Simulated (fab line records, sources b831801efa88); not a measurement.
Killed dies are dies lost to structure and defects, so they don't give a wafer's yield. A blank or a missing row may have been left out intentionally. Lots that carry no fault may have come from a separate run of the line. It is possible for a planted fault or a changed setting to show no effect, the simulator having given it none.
fab line records	flow sky130
record: lots: 11	wafers: 32	last_day: 50
route steps=708 shown METAL3@566 VIA3@589 METAL4@602 PAD_OPEN@708
lots that met no fault: taken from a fault-free run of the same line
start_h: start of the lot's first displayed wafer, in hours after the record's first day	wait_h: hours from the lot's prior step to this one	" repeats the value in the row above	L1.1+2: several wafers, shown together as one row	- either no value or no given start	* or withheld: withheld	< > ~ a bound
route shown NAME@n: NAME is a module with steps in the file, n the number in the route of the first one	usual: average and standard deviation across the fault-free wafers	same: alike in all rows	chamber/n: place in a boat	sites: per-site readings	_std_site: how widely they spread, as a standard deviation	_edge_site: the outer-site mean with the inner-site mean subtracted	radius_mm: how far each site lies from the wafer's centre	mask NAME#n: copy n	behind: the last tool/chamber to shape the wafer	hold: cause of the lot's hold/its duration in hours/its outcome	device: the transistor (n, p or np) that didn't switch	end of line: the route-end tests of the same wafers	a step given without rows: its recipe and nothing more	killed: dies that structure and defects cost at the first sort, which is not the same as the wafer's yield	map: a wafer's dies, marking killed ones x, the rest . and places with no die _
set.NAME: the run value of the setting; set.NAME@STEP: its run value at that earlier step	model.NAME: the simulator's own value behind a step, which no gauge read
the route's steps for a sample of lots (tables are steps, rows are wafers)
services: the hour from which a tool's chamber was out of use, counted from the record's first day as start_h (under 0 if before that day), plus the number of hours and why
== steps ==
step: SKY_METAL3_ETCH_16
recipe: chemistry: N2/H2	target: BARC	ion_energy_ev: 200	bias_w: 100	pressure_mtorr: 30	n2_flow_sccm: 100	h2_flow_sccm: 200	icp_w: 500	stop_on: SiO2	time_s: 88.2	target_depth_a: 600
usual: drypump_motor_current_A: 5.8/0.59	oes_product_au: 0.625/0.005	throttle_valve_pct: 13.205/0.0099
lot.wafer	tool	chamber	start_h	wait_h	drypump_motor_current_A	oes_product_au	rf_hours_counter_h	throttle_valve_pct
L142.1	rie_metal-02	1	897.36	0.0	6.4	0.623	4	13.196
L142.4	"	1	"	"	6.4	0.630	-	13.204
L142.5	"	0	"	"	5.3	0.624	-	13.211
L143.2	rie_metal-03	1	908.33	0.0	6.1	0.620	14	13.209
L143.3	"	1	"	"	6.1	0.637	-	13.212
L143.5	"	0	"	"	6.4	0.627	-	13.203
L146.2	rie_metal-03	1	932.53	0.0	6.1	0.627	15	13.204
L146.5	"	1	"	"	6.0	0.624	-	13.219
L146.6	"	0	"	"	6.3	0.620	-	13.211
L147.4	rie_metal-03	1	932.75	0.0	6.1	0.618	-	13.203
L147.5	"	0	"	"	6.4	0.623	-	13.202
L147.6	"	1	"	"	6.1	0.624	-	13.209
L149.1	rie_metal-04	0	949.79	0.0	4.7	0.618	10	13.198
L149.4	"	1	"	"	5.9	0.625	-	13.209
L149.5	"	1	"	"	5.9	0.635	-	13.212
L150.2	rie_metal-02	0	961.33	0.0	5.3	0.628	17	13.211
L150.3	"	0	"	"	5.3	0.631	-	13.198
L150.4	"	1	"	"	6.4	0.625	-	13.195
L154.2	rie_metal-03	0	986.76	0.0	6.4	0.623	10	13.190
L154.4	"	0	"	"	6.3	0.628	-	13.208
L154.6	"	0	"	"	6.4	0.627	-	13.217
L156.1	rie_metal-03	1	996.81	0.0	6.0	0.621	18	13.206
L156.4	"	1	"	"	6.1	0.623	-	13.214
L156.5	"	1	"	"	6.0	0.613	-	13.208
L163.1	rie_metal-02	0	1038.36	0.0	5.4	0.627	22	13.221
L163.4	"	1	"	"	6.4	0.629	-	13.210
L163.5	"	0	"	"	5.3	0.622	-	13.218
L164.2	rie_metal-04	0	1041.21	0.0	4.7	0.624	16	13.213
L164.3	"	0	"	"	4.7	0.632	-	13.198
L164.6	"	1	"	"	5.9	0.618	-	13.207
L165.3	rie_metal-04	0	1052.54	0.0	4.7	0.634	-	13.198
L165.6	"	1	"	"	5.9	0.613	-	13.209
step: SKY_VIA3_STRIP_16
recipe: chemistry: O2/N2	power_w: 1400	pressure_mtorr: 1500	platen_temp_c: withheld	o2_flow_sccm: 3000	n2_flow_sccm: 300	overash_fraction: 0.5
usual: drypump_motor_current_A: 5.8/0.47	o2_flow_sccm: 3000/9.2	oes_product_au: 0.402/0.0048	strip_time_to_endpoint_s: 4.137/0.022
lot.wafer	tool	chamber	start_h	wait_h	drypump_motor_current_A	o2_flow_sccm	oes_product_au	rf_hours_counter_h	strip_time_to_endpoint_s
L142.1	plasma_asher-04	0	924.05	0.0	5.3	2997	0.391	112	4.102
L142.4	"	0	"	"	5.3	2992	0.404	-	4.135
L142.5	"	0	"	"	5.4	3026	0.394	-	4.147
L143.2	plasma_asher-04	1	935.03	0.0	5.8	3003	0.400	113	4.126
L143.3	"	1	"	"	5.8	3010	0.412	-	4.116
L143.5	"	0	"	"	5.3	2994	0.394	-	4.104
L147.4	plasma_asher-04	1	958.58	0.1	5.8	2985	0.404	-	4.145
L147.5	"	1	"	"	5.8	2991	0.397	-	4.146
L147.6	"	0	"	"	5.3	3011	0.395	-	4.138
L146.2	plasma_asher-02	1	958.90	0.0	5.4	3011	0.401	55	4.155
L146.5	"	0	"	"	6.3	2997	0.401	-	4.099
L146.6	"	1	"	"	5.4	3001	0.401	-	4.140
L149.1	plasma_asher-04	0	975.73	0.0	5.3	3009	0.402	117	4.151
L149.4	"	1	"	"	5.8	3011	0.396	-	4.115
L149.5	"	1	"	"	5.8	3004	0.403	-	4.131
L150.2	plasma_asher-03	1	986.27	0.0	6.5	2988	0.404	82	4.135
L150.3	"	0	"	"	5.4	2990	0.409	-	4.143
L150.4	"	1	"	"	6.6	2997	0.399	-	4.157
L154.2	plasma_asher-02	1	1011.15	0.0	5.4	3010	0.407	60	4.120
L154.4	"	0	"	"	6.2	2993	0.403	-	4.100
L154.6	"	0	"	"	6.2	3007	0.405	-	4.120
L156.1	plasma_asher-04	0	1021.90	0.0	5.3	2993	0.406	122	4.132
L156.4	"	0	"	"	5.3	3017	0.407	-	4.148
L156.5	"	1	"	"	5.8	2994	0.400	-	4.139
L163.1	plasma_asher-02	1	1062.40	0.0	5.4	2997	0.404	65	4.112
L163.4	"	0	"	"	6.2	3012	0.399	-	4.137
L163.5	"	0	"	"	6.2	3004	0.399	-	4.097
L164.2	plasma_asher-02	1	1064.19	0.0	5.4	2994	0.414	65	4.166
L164.3	"	0	"	"	6.2	3004	0.399	-	4.166
L164.6	"	1	"	"	5.4	2988	0.413	-	4.171
L165.3	plasma_asher-03	1	1075.58	0.1	6.6	2996	0.400	-	4.142
L165.6	"	0	"	"	5.4	2996	0.403	-	4.143
step: SKY_VIA3_CMP_24
recipe: stop_on: SiO2	t_overpolish_s: 20	down_force_psi: 3.5	platen_rpm: 60	target_thk_nm: 0	pad_velocity_m_s: 0.94248
usual: head_pressure_psi: 3.500/0.008	motor_current_A: 11.1/1.6	overpolish_run_s: 20.000/0.0088	time_to_endpoint_s: 94/3.4
same: t_overpolish_s: 20
lot.wafer	tool	chamber	start_h	wait_h	head_pressure_psi	motor_current_A	overpolish_run_s	time_to_endpoint_s
L142.4	cmp-01	0	925.05	0.1	3.490	9.6	20.012	93
L142.1	"	2	"	"	3.506	10.9	20.007	97
L142.5	"	3	"	"	3.497	14.3	19.987	98
L143.2	cmp-01	1	936.05	0.0	3.499	11.0	20.001	96
L143.3	"	0	"	"	3.502	9.7	19.998	94
L143.5	"	2	"	"	3.494	10.8	19.998	98
L147.4	cmp-02	0	959.55	0.1	3.514	10.1	20.003	91
L147.6	"	3	"	"	3.494	9.4	19.995	92
L147.5	"	0	"	"	3.503	10.4	19.990	90
L146.2	cmp-01	0	959.95	0.1	3.507	8.9	19.997	94
L146.6	"	2	"	"	3.486	10.1	20.005	100
L146.5	"	3	"	"	3.495	13.6	20.004	95
L149.1	cmp-02	1	976.81	0.2	3.498	11.6	19.990	90
L149.4	"	3	"	"	3.499	9.8	19.990	90
L149.5	"	2	"	"	3.494	13.3	20.001	94
L150.4	cmp-01	2	987.34	0.1	3.495	10.9	19.981	96
L150.2	"	3	"	"	3.486	13.6	19.994	96
L150.3	"	0	"	"	3.495	8.9	19.996	92
L154.2	cmp-02	0	1012.10	0.0	3.494	10.9	19.998	93
L154.4	"	2	"	"	3.497	12.8	19.995	93
L154.6	"	0	"	"	3.487	10.7	20.003	92
L156.1	cmp-01	0	1022.85	0.1	3.501	9.8	20.001	93
L156.4	"	1	"	"	3.504	11.6	20.003	97
L156.5	"	1	"	"	3.513	11.1	19.996	96
L163.4	cmp-01	2	1063.42	0.1	3.491	10.1	19.999	90
L163.1	"	0	"	"	3.489	9.3	0.032	148
L163.5	"	1	"	"	3.498	10.5	19.993	93
L164.3	cmp-02	1	1065.19	0.1	3.497	11.4	19.981	94
L164.2	"	2	"	"	3.504	12.8	19.999	99
L164.6	"	0	"	"	3.503	10.2	20.000	98
L165.3	cmp-01	3	1076.62	0.1	3.514	14.2	0.044	148
L165.6	"	2	"	"	3.519	10.3	19.977	89
step: SKY_METAL4_SPUTTER_04
recipe: material: TiN	target_thk_nm: 70	power_w: 6500	time_s: 58.3	chamber_pressure_pa: 0.4
usual: cathode_dc_power_W: 6500.0/1.1	throttle_valve_pct: 30.2/0.93
lot.wafer	tool	chamber	start_h	wait_h	cathode_dc_power_W	throttle_valve_pct
L142.1	pvd_sputter-03	-	925.41	0.0	6501.1	30.4
L142.4	"	-	"	"	6500.4	30.9
L142.5	"	-	"	"	6498.8	31.7
L143.2	pvd_sputter-02	-	936.45	0.0	6501.5	30.8
L143.3	"	-	"	"	6501.1	29.3
L143.5	"	-	"	"	6499.1	30.2
L147.4	pvd_sputter-03	-	959.91	0.0	6500.4	30.2
L147.5	"	-	"	"	6498.9	30.2
L147.6	"	-	"	"	6499.0	30.6
L146.2	pvd_sputter-02	-	960.26	0.0	6501.9	29.3
L146.5	"	-	"	"	6499.8	28.2
L146.6	"	-	"	"	6500.2	29.1
L149.1	pvd_sputter-03	-	977.21	0.0	6500.5	29.7
L149.4	"	-	"	"	6501.0	30.7
L149.5	"	-	"	"	6499.9	30.9
L150.2	pvd_sputter-03	-	987.74	0.0	6500.2	31.8
L150.3	"	-	"	"	6498.6	29.8
L150.4	"	-	"	"	6500.4	30.6
L154.2	pvd_sputter-02	-	1012.51	0.0	6498.9	30.3
L154.4	"	-	"	"	6498.8	28.1
L154.6	"	-	"	"	6500.0	29.3
L156.1	pvd_sputter-01	-	1023.26	0.0	6498.8	30.1
L156.4	"	-	"	"	6501.5	29.1
L156.5	"	-	"	"	6499.5	30.7
L163.4	pvd_sputter-03	-	1063.77	0.0	6499.2	30.6
L163.5	"	-	"	"	6499.1	30.6
L164.2	pvd_sputter-03	-	1065.55	0.0	6499.4	30.7
L164.3	"	-	"	"	6498.4	31.9
L164.6	"	-	"	"	6498.7	30.1
L165.6	pvd_sputter-03	-	1076.95	0.0	6502.2	29.7
step: SKY_PAD_OPEN_PROBE_99
usual: defect_limited_yield: 82.3/2	killed_at_M0_to_M3: 43/7.3	killed_at_M4_up: 3.2/1.8	killed_at_contacts: 24/5.8	killed_at_front_end: 16/4.5	killed_at_other: 0.3/0.53	killed_dies: 87/9.9	killed_on_rim: 17/3.8	killed_open: 48/6.8	killed_short: 39/6.9	sort_bin_3_pad_short: 0.8/0.42	sort_bin_5_function: 10.4/1.6	sort_bin_6_memory: 6.4/1.2	sort_n_pass: 405/9.9	sort_yield_pct: 82.3/2
same: gross_dies: 492	killed_at_back_side: 0	sort_bin_4_leakage[%]: 0	sort_bin_8_speed[%]: 0
lot.wafer	tool	chamber	start_h	wait_h	defect_limited_yield[%]	killed_at_M0_to_M3	killed_at_M4_up	killed_at_contacts	killed_at_front_end	killed_at_other	killed_dies	killed_on_rim	killed_open	killed_short	sort_bin_3_pad_short[%]	sort_bin_5_function[%]	sort_bin_6_memory[%]	sort_n_pass	sort_yield_pct[%]
L142.1	prober-01	-	1071.04	0.1	81.7	49	3	23	15	0	90	20	42	48	1.4	10.8	6.1	402	81.7
L142.4	prober-01	-	1071.19	0.2	82.7	47	2	24	12	0	85	15	45	40	0.2	11.6	5.5	407	82.7
L142.5	prober-01	-	1071.24	0.2	85.8	37	3	22	8	0	70	17	36	34	1.0	8.1	5.1	422	85.8
L143.2	prober-02	-	1079.49	0.1	79.5	45	8	32	14	2	101	19	48	53	2.0	11.2	7.3	391	79.5
L143.3	prober-02	-	1079.54	0.2	81.1	38	7	31	17	0	93	11	52	41	1.2	12.4	5.3	399	81.1
L143.5	prober-02	-	1079.64	0.2	76.8	65	6	30	13	0	114	24	67	47	0.8	12.0	10.4	378	76.8
L147.4	prober-01	-	1099.93	0.2	82.1	42	3	26	17	0	88	18	50	38	0.8	11.2	5.9	404	82.1
L147.5	prober-01	-	1099.98	0.2	82.7	41	4	31	7	2	85	18	43	42	0.4	9.6	7.3	407	82.7
L147.6	prober-01	-	1100.03	0.2	82.3	47	0	31	9	0	87	13	53	34	0.2	11.2	6.3	405	82.3
L146.2	prober-02	-	1100.86	0.1	82.1	43	5	19	21	0	88	21	47	41	1.0	11.6	5.3	404	82.1
L146.5	prober-02	-	1101.01	0.2	82.3	43	0	24	20	0	87	22	50	37	0.8	11.2	5.7	405	82.3
L146.6	prober-02	-	1101.06	0.2	80.7	47	3	25	20	0	95	16	51	44	1.0	11.8	6.5	397	80.7
L149.1	prober-02	-	1114.72	0.1	80.5	46	4	26	20	0	96	18	46	50	1.0	11.6	6.9	396	80.5
L149.4	prober-02	-	1114.87	0.2	81.5	54	1	26	10	0	91	19	56	35	1.0	10.6	6.9	401	81.5
L149.5	prober-02	-	1114.92	0.2	81.3	40	3	35	14	0	92	16	57	35	1.2	10.6	6.9	400	81.3
L150.2	prober-01	-	1122.38	0.1	81.5	41	2	24	24	0	91	19	50	41	1.0	12.6	4.9	401	81.5
L150.3	prober-01	-	1122.43	0.2	81.5	54	2	22	13	0	91	20	61	30	1.2	10.6	6.7	401	81.5
L150.4	prober-01	-	1122.48	0.2	84.1	42	2	16	18	0	78	11	47	31	1.0	7.9	6.9	414	84.1
L154.2	prober-02	-	1142.93	0.1	81.3	47	2	32	11	0	92	20	52	40	0.6	11.4	6.7	400	81.3
L154.4	prober-02	-	1143.03	0.2	81.5	47	5	20	19	0	91	19	44	47	0.8	12.4	5.3	401	81.5
L154.6	prober-02	-	1143.13	0.2	80.7	52	3	23	17	0	95	19	60	35	0.4	11.6	7.3	397	80.7
L156.1	prober-01	-	1153.47	0.1	83.9	40	0	23	16	0	79	10	47	32	1.0	10.0	5.1	413	83.9
L156.4	prober-01	-	1153.62	0.2	84.8	41	2	22	10	0	75	17	43	32	0.2	8.5	6.5	417	84.8
L156.5	prober-01	-	1153.67	0.2	85.4	39	3	18	12	0	72	15	39	33	1.2	9.1	4.3	420	85.4
L163.1	prober-02	-	1184.49	0.1	0	440	5	31	16	0	492	96	43	47	82.3	12.4	5.3	0	0
L163.4	prober-02	-	1184.64	0.2	80.5	39	9	30	17	1	96	20	49	47	1.0	12.2	6.3	396	80.5
L163.5	prober-02	-	1184.69	0.2	79.9	46	3	35	15	0	99	17	63	36	0.2	12.8	7.1	393	79.9
L164.2	prober-01	-	1184.88	0.1	82.1	45	4	26	13	0	88	21	53	35	0.8	11.8	5.3	404	82.1
L164.3	prober-01	-	1184.93	0.2	84.8	34	2	20	18	1	75	11	43	32	0.6	7.9	6.7	417	84.8
L164.6	prober-01	-	1185.08	0.2	82.9	46	4	27	6	1	84	17	37	47	1.2	10.8	5.1	408	82.9
L165.3	prober-02	-	1193.25	0.2	0	448	3	23	18	0	492	96	57	34	82.7	10.4	6.9	0	0
L165.6	prober-02	-	1193.40	0.2	83.9	37	3	21	18	0	79	15	46	33	0.8	8.7	6.5	413	83.9
killed by level:class
L142.1 VIA1:geometric_particle:open=8 LOCAL_INTERCONNECT:geometric_particle:short=7 CONTACT:geometric_particle:open=7 VIA3:geometric_particle:short=6 VIA3:geometric_particle:open=6 FIELD_ISO:geometric_particle:short=5 LI_CONTACT:geometric_particle:open=5 METAL1:geometric_particle:short=5
L142.4 CONTACT:geometric_particle:open=12 VIA3:geometric_particle:open=12 METAL2:geometric_particle:short=8 LOCAL_INTERCONNECT:geometric_particle:short=6 VIA2:geometric_particle:open=6 VIA1:geometric_particle:open=6 VIA1:geometric_particle:short=4 VIA3:geometric_particle:short=4
L142.5 VIA2:geometric_particle:open=10 CONTACT:geometric_particle:open=8 METAL2:geometric_particle:short=7 VIA1:geometric_particle:open=7 LI_CONTACT:geometric_particle:short=4 LI_CONTACT:geometric_particle:open=4 POLY_GATE:geometric_particle:open=3 LOCAL_INTERCONNECT:geometric_particle:short=3
L143.2 CONTACT:geometric_particle:open=10 CONTACT:geometric_particle:short=9 METAL4:geometric_particle:short=8 METAL2:geometric_particle:short=7 VIA2:geometric_particle:open=7 VIA1:geometric_particle:open=6 LI_CONTACT:geometric_particle:open=6 LI_CONTACT:geometric_particle:short=5
L143.3 LI_CONTACT:geometric_particle:open=12 VIA2:geometric_particle:open=9 FIELD_ISO:geometric_particle:short=8 LI_CONTACT:geometric_particle:short=8 VIA1:geometric_particle:open=8 CONTACT:geometric_particle:open=6 VIA3:geometric_particle:open=6 METAL2:geometric_particle:short=4
L143.5 CONTACT:geometric_particle:open=12 VIA1:geometric_particle:short=11 LI_CONTACT:geometric_particle:open=10 VIA2:geometric_particle:open=10 VIA1:geometric_particle:open=10 METAL2:geometric_particle:short=8 METAL1:geometric_particle:short=6 VIA3:geometric_particle:open=6
L147.4 VIA2:geometric_particle:open=10 CONTACT:geometric_particle:open=8 VIA1:geometric_particle:open=8 LI_CONTACT:geometric_particle:open=7 POLY_GATE:geometric_particle:short=5 VIA3:geometric_particle:open=5 CONTACT:geometric_particle:short=5 METAL2:geometric_particle:short=5
L147.5 CONTACT:geometric_particle:open=13 VIA1:geometric_particle:open=12 VIA1:geometric_particle:short=8 CONTACT:geometric_particle:short=6 LI_CONTACT:geometric_particle:open=5 METAL3:geometric_particle:short=5 LI_CONTACT:geometric_particle:short=4 VIA3:geometric_particle:open=4
L147.6 VIA1:geometric_particle:open=16 LI_CONTACT:geometric_particle:open=11 CONTACT:geometric_particle:open=9 METAL1:geometric_particle:short=8 VIA2:geometric_particle:open=7 VIA1:geometric_particle:short=6 LOCAL_INTERCONNECT:geometric_particle:short=5 CONTACT:geometric_particle:short=4
L146.2 VIA3:geometric_particle:open=9 CONTACT:geometric_particle:open=8 VIA1:geometric_particle:open=8 VIA2:geometric_particle:open=6 METAL1:geometric_particle:short=6 VIA1:geometric_particle:short=6 FIELD_ISO:geometric_particle:short=5 FIELD_ISO:geometric_particle:open=5
L146.5 LI_CONTACT:geometric_particle:open=13 FIELD_ISO:geometric_particle:short=7 VIA1:geometric_particle:short=7 VIA1:geometric_particle:open=7 FIELD_ISO:geometric_particle:open=6 METAL1:geometric_particle:short=6 METAL2:geometric_particle:short=6 VIA2:geometric_particle:open=5
L146.6 LOCAL_INTERCONNECT:geometric_particle:short=10 VIA2:geometric_particle:open=10 LI_CONTACT:geometric_particle:open=8 METAL1:geometric_particle:short=7 VIA1:geometric_particle:open=7 METAL2:geometric_particle:short=7 VIA3:geometric_particle:open=7 CONTACT:geometric_particle:open=5
L149.1 METAL1:geometric_particle:short=11 VIA3:geometric_particle:open=11 CONTACT:geometric_particle:open=9 POLY_GATE:geometric_particle:short=6 CONTACT:geometric_particle:short=6 POLY_GATE:geometric_particle:open=5 VIA1:geometric_particle:open=5 FIELD_ISO:geometric_particle:short=4
L149.4 CONTACT:geometric_particle:open=15 VIA3:geometric_particle:open=11 METAL1:geometric_particle:short=9 LI_CONTACT:geometric_particle:open=8 VIA1:geometric_particle:open=8 VIA3:geometric_particle:short=7 VIA2:geometric_particle:open=5 METAL3:geometric_particle:short=5
L149.5 LI_CONTACT:geometric_particle:open=12 CONTACT:geometric_particle:open=10 VIA1:geometric_particle:open=9 VIA2:geometric_particle:open=8 VIA3:geometric_particle:open=7 CONTACT:geometric_particle:short=6 FIELD_ISO:geometric_particle:open=5 METAL1:geometric_particle:short=5
L150.2 VIA1:geometric_particle:open=14 CONTACT:geometric_particle:open=8 VIA3:geometric_particle:open=7 FIELD_ISO:geometric_particle:open=6 LI_CONTACT:geometric_particle:open=6 CONTACT:geometric_particle:short=6 POLY_GATE:geometric_particle:short=5 SPACER:geometric_particle:short=5
L150.3 VIA1:geometric_particle:open=19 CONTACT:geometric_particle:open=10 VIA3:geometric_particle:open=8 LI_CONTACT:geometric_particle:open=7 METAL2:geometric_particle:short=7 VIA1:geometric_particle:short=6 FIELD_ISO:geometric_particle:open=5 POLY_GATE:geometric_particle:open=5
L150.4 VIA3:geometric_particle:open=9 CONTACT:geometric_particle:open=6 VIA1:geometric_particle:short=6 VIA1:geometric_particle:open=6 VIA2:geometric_particle:open=6 FIELD_ISO:geometric_particle:short=4 LI_CONTACT:geometric_particle:open=4 VIA3:geometric_particle:short=3
L154.2 VIA1:geometric_particle:open=16 CONTACT:geometric_particle:open=11 LI_CONTACT:geometric_particle:open=9 METAL2:geometric_particle:short=6 VIA1:geometric_particle:short=5 CONTACT:geometric_particle:short=5 VIA2:geometric_particle:open=5 POLY_GATE:geometric_particle:open=4
L154.4 METAL2:geometric_particle:short=9 VIA3:geometric_particle:open=7 VIA2:geometric_particle:open=6 VIA1:geometric_particle:open=6 FIELD_ISO:geometric_particle:open=5 LI_CONTACT:geometric_particle:open=5 METAL1:geometric_particle:short=5 FIELD_ISO:geometric_particle:short=4
L154.6 VIA1:geometric_particle:open=14 CONTACT:geometric_particle:open=9 FIELD_ISO:geometric_particle:open=8 POLY_GATE:geometric_particle:open=6 LI_CONTACT:geometric_particle:open=6 METAL1:geometric_particle:short=6 METAL2:geometric_particle:short=6 VIA2:geometric_particle:open=6
L156.1 VIA1:geometric_particle:open=15 CONTACT:geometric_particle:open=8 POLY_GATE:geometric_particle:short=8 LI_CONTACT:geometric_particle:open=7 CONTACT:geometric_particle:short=5 FIELD_ISO:geometric_particle:open=4 VIA3:geometric_particle:open=4 VIA1:geometric_particle:short=4
L156.4 VIA1:geometric_particle:open=12 VIA3:geometric_particle:open=8 LI_CONTACT:geometric_particle:open=6 CONTACT:geometric_particle:open=6 LI_CONTACT:geometric_particle:short=4 METAL1:geometric_particle:short=4 VIA1:geometric_particle:short=4 FIELD_ISO:geometric_particle:short=3
L156.5 VIA3:geometric_particle:open=9 CONTACT:geometric_particle:open=7 METAL1:geometric_particle:short=6 VIA1:geometric_particle:open=5 VIA2:geometric_particle:open=5 VIA1:geometric_particle:short=4 METAL2:geometric_particle:short=4 FIELD_ISO:geometric_particle:short=3
L163.1 VIA3:area_cmp=402 CONTACT:geometric_particle:short=9 LI_CONTACT:geometric_particle:open=8 VIA1:geometric_particle:open=8 FIELD_ISO:geometric_particle:open=7 FIELD_ISO:geometric_particle:short=7 VIA2:geometric_particle:open=7 METAL4:geometric_particle:short=5
L163.4 CONTACT:geometric_particle:open=12 VIA1:geometric_particle:open=10 FIELD_ISO:geometric_particle:short=7 LI_CONTACT:geometric_particle:open=7 METAL4:geometric_particle:short=7 FIELD_ISO:geometric_particle:open=6 LOCAL_INTERCONNECT:geometric_particle:short=6 VIA2:geometric_particle:open=5
L163.5 CONTACT:geometric_particle:open=16 VIA2:geometric_particle:open=13 VIA3:geometric_particle:open=9 POLY_GATE:geometric_particle:open=6 LI_CONTACT:geometric_particle:open=6 LOCAL_INTERCONNECT:geometric_particle:short=6 VIA1:geometric_particle:open=5 FIELD_ISO:geometric_particle:open=4
L164.2 VIA3:geometric_particle:open=13 VIA1:geometric_particle:open=12 CONTACT:geometric_particle:open=9 LI_CONTACT:geometric_particle:open=6 CONTACT:geometric_particle:short=6 FIELD_ISO:geometric_particle:short=5 METAL1:geometric_particle:short=5 POLY_GATE:geometric_particle:open=5
L164.3 VIA1:geometric_particle:open=8 CONTACT:geometric_particle:open=7 FIELD_ISO:geometric_particle:open=6 LI_CONTACT:geometric_particle:open=6 METAL2:geometric_particle:short=5 VIA3:geometric_particle:open=4 POLY_GATE:geometric_particle:short=4 VIA1:geometric_particle:short=4
L164.6 VIA1:geometric_particle:short=10 VIA1:geometric_particle:open=9 CONTACT:geometric_particle:open=8 CONTACT:geometric_particle:short=7 LI_CONTACT:geometric_particle:open=6 METAL2:geometric_particle:short=6 VIA2:geometric_particle:short=6 METAL1:geometric_particle:short=5
L165.3 VIA3:area_cmp=401 VIA1:geometric_particle:open=12 VIA2:geometric_particle:open=11 METAL1:geometric_particle:short=8 FIELD_ISO:geometric_particle:open=6 CONTACT:geometric_particle:open=6 LI_CONTACT:geometric_particle:open=5 LI_CONTACT:geometric_particle:short=5
L165.6 VIA1:geometric_particle:open=11 LI_CONTACT:geometric_particle:open=8 POLY_GATE:geometric_particle:open=6 POLY_GATE:geometric_particle:short=5 CONTACT:geometric_particle:open=5 METAL2:geometric_particle:short=5 VIA3:geometric_particle:open=5 LI_CONTACT:geometric_particle:short=4
== services ==
tool	chamber	start_h	hours	kind
plasma_asher-03	-	880.53	1.2	repair
cmp-01	-	882.57	1.7	repair
rie_metal-03	1	894.38	13.9	repair
cmp-01	-	912.00	4.0	pm
cmp-01	-	916.00	-	consumable_replace:conditioner
cmp-01	-	916.00	-	consumable_replace:pad
rie_metal-04	-	919.38	0.6	repair
cmp-01	-	923.52	1.3	repair
plasma_asher-02	-	936.70	1.1	repair
pvd_sputter-03	-	966.99	1.4	repair
cmp-01	-	970.87	0.7	repair
rie_metal-04	-	981.89	0.3	repair
cmp-02	-	982.27	5.7	repair
cmp-02	-	985.78	0.9	repair
pvd_sputter-03	-	997.30	3.7	repair
cmp-01	-	1000.58	7.5	pm
cmp-02	-	1028.72	1.2	repair
cmp-01	-	1037.15	3.0	repair
plasma_asher-04	-	1044.85	14.6	pm
cmp-01	-	1047.71	5.2	repair
plasma_asher-04	-	1059.45	9.0	pm
plasma_asher-04	0	1059.45	9.0	vent_cycle
pvd_sputter-01	-	1065.34	3.5	repair
plasma_asher-02	-	1076.80	2.8	pm
== key ==
first_sign: step: SKY_VIA3_CMP_24	reading: overpolish_run_s	direction: down	sigmas: 99+	usual: 20.000	struck: 0.038
effect: step: SKY_VIA3_CMP_24	reading: time_to_endpoint_s	direction: up	sigmas: 16	usual: *	struck: *
effect: step: SKY_PAD_OPEN_PROBE_99	reading: sort_bin_3_pad_short	direction: up	sigmas: 99+	usual: 0.8	struck: 82.5
more_kills_born_at: SKY_VIA3_CMP_24@cmp-01: 803
met_at SKY_VIA3_CMP_24
struck_lots L163,L165
struck_wafers L163.1,L165.3
later_rows_left_out L163.1,L165.3
not_acting_at SKY_METAL3_ETCH_16,SKY_VIA3_STRIP_16,SKY_METAL4_SPUTTER_04
onset_between 1022.85 1063.42
fault: kind: process_parameter_drift	tool: cmp-01	chamber: -	onset_h: 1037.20	steps: SKY_VIA3_CMP_24	channel: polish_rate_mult	offset: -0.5	shape: step	end_h: 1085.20	scope: struck_wafers_only
later_rows_left_out: the simulator's readings of these wafers behind a module that went badly wrong aren't trusted and aren't shown, but for the sort
